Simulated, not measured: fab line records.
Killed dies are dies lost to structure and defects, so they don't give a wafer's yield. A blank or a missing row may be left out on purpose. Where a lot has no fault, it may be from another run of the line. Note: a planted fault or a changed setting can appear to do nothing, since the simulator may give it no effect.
fab line records	flow gf180mcu
record lots=13	wafers=39	lastDay=34
route steps=602 shown HV_LDD@208 PSD@261
lots that met no fault: taken from a fault-free run of the same line
startH: hours from the record's first day to the start of the lot's first wafer shown	waitH: hours elapsed since this lot's preceding step	" repeats the value in the row above	L1.1+2: one row covering several wafers at once	- value missing, or start not given	* or withheld: withheld	< > ~ a bound
route shown NAME@n: a module of which the file shows steps, and the number in the route of the first	usual: the fault-free wafers' mean and standard deviation	same: alike in all rows	chamber/n: place in a boat	sites: each site's reading	_std_site: how widely they spread, as a standard deviation	_edge_site: mean of outer sites minus mean of inner sites	radiusMm: for every site, how far away it sits from the centre of the wafer	mask NAME#n: copy n	behind: tool/chamber where the wafer was last shaped	hold: why the lot was held/for how many hours/how that ended	device: transistor that didn't switch, given as n, p or np	end of line: the tests these same wafers got at the end of their route	a step without rows: its recipe alone	killed: dies that structure and defects cost at the first sort, which is not the same as the wafer's yield	map: per-die view of a wafer (x killed, . not killed, _ where there is no die)
set.NAME: the setting that was run; set.NAME@STEP: the one run at that earlier step	model.NAME: the simulator's own value behind a step, which no gauge read
route steps across a sampled set of lots; one table per step, one row per wafer
services: a tool's chamber out of use, with start hour (startH, from the record's first day; less than 0 if before it), hours out, and reason
## steps
# step GF_HV_LDD_OVL_MEAS_32
# usual HV_LDD_02_OVL=-0.2/1.4
lot.wafer	tool	chamber	startH	waitH	HV_LDD_02_OVL[nm]
L349.1	overlay-01	-	260.09	0.1	-3.4
L349.2	"	-	"	"	-1.3
L349.4	"	-	"	"	-3.6
L353.4	overlay-02	-	282.18	0.1	0.3
L353.5	"	-	"	"	-0.9
L353.6	"	-	"	"	1.5
L352.1	overlay-01	-	286.24	0.1	0.1
L352.3	"	-	"	"	-0.5
L352.6	"	-	"	"	1.3
L354.3	overlay-02	-	296.91	0.1	0.1
L354.4	"	-	"	"	1.5
L354.6	"	-	"	"	0.3
L356.2	overlay-02	-	315.99	0.1	1.0
L356.3	"	-	"	"	2.0
L356.6	"	-	"	"	3.7
L357.2	overlay-01	-	319.36	0.1	-1.8
L357.5	"	-	"	"	-1.5
L357.6	"	-	"	"	-1.2
L358.1	overlay-01	-	332.89	0.1	-1.6
L358.2	"	-	"	"	0.6
L358.5	"	-	"	"	-1.3
L360.1	overlay-01	-	349.28	0.1	0.8
L360.4	"	-	"	"	0.6
L360.5	"	-	"	"	0.1
L363.2	overlay-02	-	377.50	0.1	-0.1
L363.3	"	-	"	"	-0.6
L363.4	"	-	"	"	-3.0
L362.1	overlay-01	-	381.36	0.1	-0.5
L362.2	"	-	"	"	-0.9
L362.5	"	-	"	"	0.5
L366.1	overlay-01	-	398.24	0.1	-1.1
L366.2	"	-	"	"	-0.1
L366.6	"	-	"	"	-1.0
L369.1	overlay-02	-	410.31	0.1	3.9
L369.3	"	-	"	"	3.1
L369.4	"	-	"	"	2.1
L372.3	overlay-02	-	427.25	0.1	1.4
L372.4	"	-	"	"	1.9
L372.6	"	-	"	"	-0.2
# step GF_HV_LDD_IMPLANT_35
# recipe species=P	energyKev=60	doseCm2=7.5e+12	tiltDeg=30	rotationDeg=180
# usual beamOnS=9.97/0.2	doseIonsCm2=7.499e+12/7.9e+09	faradayCurrentUA=42.4/0.81	tiltDeg=29.996/0.02
lot.wafer	tool	chamber	startH	waitH	beamOnS	doseIonsCm2	faradayCurrentUA	tiltDeg
L349.1	implanter-01	0	260.42	0.1	9.91	7.51e+12	42.7	29.982
L349.2	"	0	"	"	9.58	7.5e+12	44.3	30.005
L349.4	"	0	"	"	9.81	7.492e+12	43.2	30.022
L353.4	implanter-03	0	282.57	0.1	9.89	7.496e+12	42.7	30.003
L353.5	"	0	"	"	9.91	7.499e+12	42.6	30.000
L353.6	"	0	"	"	9.70	7.496e+12	43.6	29.975
L352.1	implanter-04	0	286.57	0.1	9.98	7.5e+12	42.4	29.983
L352.3	"	0	"	"	10.03	7.503e+12	42.3	29.982
L352.6	"	0	"	"	10.10	7.504e+12	42.0	29.988
L354.3	implanter-04	0	297.28	0.1	10.24	7.5e+12	41.4	29.997
L354.4	"	0	"	"	9.92	7.494e+12	42.5	29.982
L354.6	"	0	"	"	10.09	7.504e+12	42.0	29.997
L356.2	implanter-01	0	316.35	0.1	9.88	7.515e+12	42.8	29.980
L356.3	"	0	"	"	9.92	7.498e+12	42.7	29.970
L356.6	"	0	"	"	9.90	7.497e+12	42.7	29.980
L357.2	implanter-01	0	319.72	0.1	9.87	7.491e+12	42.8	29.973
L357.5	"	0	"	"	10.52	7.496e+12	40.3	29.975
L357.6	"	0	"	"	9.91	7.492e+12	42.5	29.960
L358.1	implanter-03	0	333.23	0.1	10.00	7.498e+12	42.2	29.981
L358.2	"	0	"	"	9.98	7.5e+12	42.4	29.984
L358.5	"	0	"	"	9.85	7.489e+12	43.1	30.006
L360.1	implanter-03	0	349.62	0.1	9.91	7.487e+12	42.5	30.024
L360.4	"	0	"	"	10.19	7.499e+12	41.5	30.036
L360.5	"	0	"	"	9.92	7.513e+12	42.8	30.050
L363.2	implanter-03	0	377.85	0.1	10.02	2.996e+12	17.0	30.022
L363.3	"	0	"	"	9.88	3.021e+12	17.2	30.040
L363.4	"	0	"	"	10.16	3.006e+12	16.7	30.009
L362.1	implanter-04	0	381.69	0.1	9.95	7.49e+12	42.3	29.980
L362.2	"	0	"	"	9.61	7.487e+12	44.0	29.963
L362.5	"	0	"	"	9.98	7.505e+12	42.3	29.984
L366.1	implanter-03	0	398.58	0.1	9.60	3.033e+12	17.6	29.978
L366.2	"	0	"	"	9.98	3.026e+12	17.0	29.978
L366.6	"	0	"	"	9.87	3.018e+12	17.2	29.975
L369.1	implanter-04	0	410.64	0.1	10.03	7.484e+12	42.2	29.988
L369.3	"	0	"	"	9.88	7.495e+12	42.7	29.973
L369.4	"	0	"	"	9.97	7.491e+12	42.5	29.983
L372.3	implanter-04	0	427.62	0.1	9.84	7.514e+12	42.9	29.987
L372.4	"	0	"	"	10.00	7.502e+12	42.4	29.988
L372.6	"	0	"	"	9.95	7.501e+12	42.4	29.980
# step GF_HV_LDD_TW_MEAS_38
# usual HV_LDD_3_TW=1436/15
lot.wafer	tool	chamber	startH	waitH	HV_LDD_3_TW
L349.1	filmMetro-01	-	260.82	0.1	1462
L349.2	"	-	"	"	1463
L349.4	"	-	"	"	1461
L353.4	filmMetro-02	-	282.92	0.1	1432
L353.5	"	-	"	"	1433
L353.6	"	-	"	"	1426
L352.1	filmMetro-01	-	286.97	0.1	1459
L352.3	"	-	"	"	1458
L352.6	"	-	"	"	1454
L354.3	filmMetro-01	-	297.65	0.1	1452
L354.4	"	-	"	"	1459
L354.6	"	-	"	"	1455
L356.2	filmMetro-02	-	316.73	0.1	1425
L356.3	"	-	"	"	1429
L356.6	"	-	"	"	1430
L357.2	filmMetro-04	-	320.10	0.1	1420
L357.5	"	-	"	"	1427
L357.6	"	-	"	"	1427
L358.1	filmMetro-02	-	333.63	0.1	1434
L358.2	"	-	"	"	1426
L358.5	"	-	"	"	1423
L360.1	filmMetro-01	-	350.02	0.1	1458
L360.4	"	-	"	"	1457
L360.5	"	-	"	"	1457
L363.2	filmMetro-04	-	378.24	0.1	1358
L363.3	"	-	"	"	1353
L363.4	"	-	"	"	1359
L362.1	filmMetro-02	-	382.09	0.1	1428
L362.2	"	-	"	"	1432
L362.5	"	-	"	"	1427
L366.1	filmMetro-02	-	398.98	0.1	1366
L366.2	"	-	"	"	1359
L366.6	"	-	"	"	1355
L369.1	filmMetro-01	-	411.04	0.1	1452
L369.3	"	-	"	"	1453
L369.4	"	-	"	"	1457
L372.3	filmMetro-02	-	427.99	0.1	1429
L372.4	"	-	"	"	1430
L372.6	"	-	"	"	1432
# step GF_HV_LDD_OVL_MEAS_47
# usual HV_LDD_03_OVL=-0.4/1.4
lot.wafer	tool	chamber	startH	waitH	HV_LDD_03_OVL[nm]
L349.1	overlay-02	-	280.44	0.1	-0.1
L349.2	"	-	"	"	-0.9
L349.4	"	-	"	"	-0.2
L353.4	overlay-02	-	302.25	0.1	-3.6
L353.5	"	-	"	"	-2.3
L353.6	"	-	"	"	-1.6
L352.1	overlay-02	-	307.05	0.1	0.7
L352.3	"	-	"	"	-0.7
L352.6	"	-	"	"	0.6
L354.3	overlay-01	-	317.30	0.1	-3.4
L354.4	"	-	"	"	0.2
L354.6	"	-	"	"	0.3
L356.2	overlay-01	-	337.81	0.1	-1.5
L356.3	"	-	"	"	-3.4
L356.6	"	-	"	"	-2.0
L357.2	overlay-02	-	341.16	0.1	1.5
L357.5	"	-	"	"	1.2
L357.6	"	-	"	"	0.8
L358.1	overlay-01	-	354.23	0.1	-0.2
L358.2	"	-	"	"	0.7
L358.5	"	-	"	"	1.0
L360.1	overlay-01	-	371.63	0.1	-0.1
L360.4	"	-	"	"	0.6
L360.5	"	-	"	"	1.5
L363.2	overlay-02	-	401.51	0.1	-0.2
L363.3	"	-	"	"	-1.1
L363.4	"	-	"	"	-0.4
L362.1	overlay-02	-	404.34	0.1	-0.7
L362.2	"	-	"	"	-0.7
L362.5	"	-	"	"	-0.1
L366.1	overlay-01	-	422.56	0.1	0.0
L366.2	"	-	"	"	1.1
L366.6	"	-	"	"	0.0
L369.1	overlay-01	-	434.54	0.1	-0.5
L369.3	"	-	"	"	-0.6
L369.4	"	-	"	"	-2.0
L372.3	overlay-02	-	451.80	0.1	-1.6
L372.4	"	-	"	"	-1.0
L372.6	"	-	"	"	0.2
# step GF_HV_LDD_RS_MEAS_53
# recipe thkMeasGauge=four-point-probe
# usual HV_LDD_RS=418.3/0.89
lot.wafer	tool	chamber	startH	waitH	HV_LDD_RS[ohm/sq]
L349.1	filmMetro-02	-	280.91	0.1	418.2
L349.2	"	-	"	"	418.1
L349.4	"	-	"	"	418.8
L353.4	filmMetro-02	-	302.83	0.1	417.3
L353.5	"	-	"	"	417.5
L353.6	"	-	"	"	419.1
L352.1	filmMetro-04	-	307.51	0.1	419.8
L352.3	"	-	"	"	419.8
L352.6	"	-	"	"	421.3
L354.3	filmMetro-02	-	317.79	0.1	417.6
L354.4	"	-	"	"	418.2
L354.6	"	-	"	"	417.5
L356.2	filmMetro-02	-	338.36	0.1	419.1
L356.3	"	-	"	"	418.8
L356.6	"	-	"	"	418.6
L357.2	filmMetro-01	-	341.64	0.1	418.6
L357.5	"	-	"	"	417.6
L357.6	"	-	"	"	418.3
L358.1	filmMetro-02	-	354.70	0.1	416.9
L358.2	"	-	"	"	417.9
L358.5	"	-	"	"	416.9
L360.1	filmMetro-02	-	372.10	0.1	419.1
L360.4	"	-	"	"	419.3
L360.5	"	-	"	"	418.4
L363.2	filmMetro-04	-	401.99	0.1	431.8
L363.3	"	-	"	"	432.0
L363.4	"	-	"	"	431.5
L362.1	filmMetro-04	-	404.81	0.1	418.8
L362.2	"	-	"	"	417.9
L362.5	"	-	"	"	417.8
L366.1	filmMetro-02	-	423.02	0.1	431.3
L366.2	"	-	"	"	430.1
L366.6	"	-	"	"	429.2
L369.1	filmMetro-04	-	435.12	0.1	417.5
L369.3	"	-	"	"	417.5
L369.4	"	-	"	"	417.7
L372.3	filmMetro-01	-	452.29	0.1	418.4
L372.4	"	-	"	"	418.9
L372.6	"	-	"	"	417.6
# step GF_PSD_RTA_13
# recipe tempC=1025	timeS=20	ambient=N2
# usual lampPowerPct=37/3.5	wafer_temp_C_max=1028.8/0.92
lot.wafer	tool	chamber	startH	waitH	lampPowerPct	wafer_temp_C_max
L349.1	rtpAnneal-01	0	324.38	0.0	33	1028.4
L349.2	"	0	"	"	33	1028.9
L349.4	"	0	"	"	33	1028.9
L353.4	rtpAnneal-02	0	347.89	0.0	40	1027.9
L353.5	"	0	"	"	40	1027.5
L353.6	"	0	"	"	40	1027.4
L352.1	rtpAnneal-01	0	353.43	0.0	33	1029.5
L352.3	"	0	"	"	33	1028.6
L352.6	"	0	"	"	33	1028.5
L354.3	rtpAnneal-02	0	363.79	0.1	40	1029.3
L354.4	"	0	"	"	40	1028.2
L354.6	"	0	"	"	40	1028.6
L356.2	rtpAnneal-01	0	386.84	0.0	33	1028.9
L356.3	"	0	"	"	33	1029.2
L356.6	"	0	"	"	33	1028.0
L357.2	rtpAnneal-01	0	391.69	0.0	33	1028.7
L357.5	"	0	"	"	33	1029.7
L357.6	"	0	"	"	33	1029.1
L358.1	rtpAnneal-01	0	403.66	0.0	33	1029.7
L358.2	"	0	"	"	33	1031.5
L358.5	"	0	"	"	33	1029.8
L360.1	rtpAnneal-02	0	421.18	0.0	40	1029.4
L360.4	"	0	"	"	40	1028.1
L360.5	"	0	"	"	40	1027.6
L363.2	rtpAnneal-02	0	453.91	0.0	40	1028.5
L363.3	"	0	"	"	40	1028.3
L363.4	"	0	"	"	40	1027.9
L362.1	rtpAnneal-02	0	456.97	0.0	40	1027.4
L362.2	"	0	"	"	40	1028.0
L362.5	"	0	"	"	40	1027.4
L366.1	rtpAnneal-02	0	475.48	0.0	40	1028.6
L366.2	"	0	"	"	40	1029.8
L366.6	"	0	"	"	40	1028.9
L369.1	rtpAnneal-02	0	487.20	0.0	40	1028.4
L369.3	"	0	"	"	40	1028.9
L369.4	"	0	"	"	40	1027.6
L372.3	rtpAnneal-01	0	504.45	0.0	33	1028.7
L372.4	"	0	"	"	33	1030.4
L372.6	"	0	"	"	33	1030.5
## services
tool	chamber	startH	hours	kind
implanter-04	-	240.78	2.0	repair
implanter-03	-	316.61	3.8	pm
implanter-03	-	328.57	1.1	repair
implanter-01	-	340.67	4.9	pm
implanter-01	-	349.15	4.8	pm
implanter-01	-	381.37	1.0	repair
implanter-01	-	386.37	35.1	pm
implanter-04	-	419.49	4.7	pm
implanter-01	-	426.20	5.6	repair
implanter-01	-	441.98	1.2	repair
implanter-01	-	446.57	1.7	repair
implanter-03	-	447.30	3.4	repair
implanter-04	-	466.43	5.3	pm
implanter-01	-	488.42	2.6	pm
rtpAnneal-01	-	489.18	0.7	repair
## key
firstSign step=GF_HV_LDD_IMPLANT_35	reading=doseIonsCm2	direction=down	sigmas=99+	usual=7.499e+12	struck=3.016e+12
effect step=GF_HV_LDD_IMPLANT_35	reading=faradayCurrentUA	direction=down	sigmas=31	usual=42.4	struck=17.1
effect step=GF_HV_LDD_TW_MEAS_38	reading=HV_LDD_3_TW	direction=down	sigmas=5.4	usual=1436	struck=1358
effect step=GF_HV_LDD_RS_MEAS_53	reading=HV_LDD_RS	direction=up	sigmas=14	usual=418.3	struck=431.0
metAt GF_HV_LDD_IMPLANT_35
struckLots L363,L366
testerLeftOut L363,L366
notActingAt GF_HV_LDD_OVL_MEAS_32,GF_HV_LDD_OVL_MEAS_47,GF_PSD_RTA_13
onsetBetween 349.62 377.85
fault kind=processParameterDrift	tool=implanter-03	chamber=-	onsetH=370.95	steps=GF_HV_LDD_IMPLANT_35	channel=doseCm2	offset=-4.4893e+12	shape=step	endH=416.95	actsIn=theseRecipesOnly	stated=7.5e+12
# testerLeftOut: of these lots the tester's yield and bins aren't shown, on N5 and GAA mostly nor the transistor test; their killed dies are dies lost to structure and defects alone, not to doping, threshold or leakage, so they don't give the yield
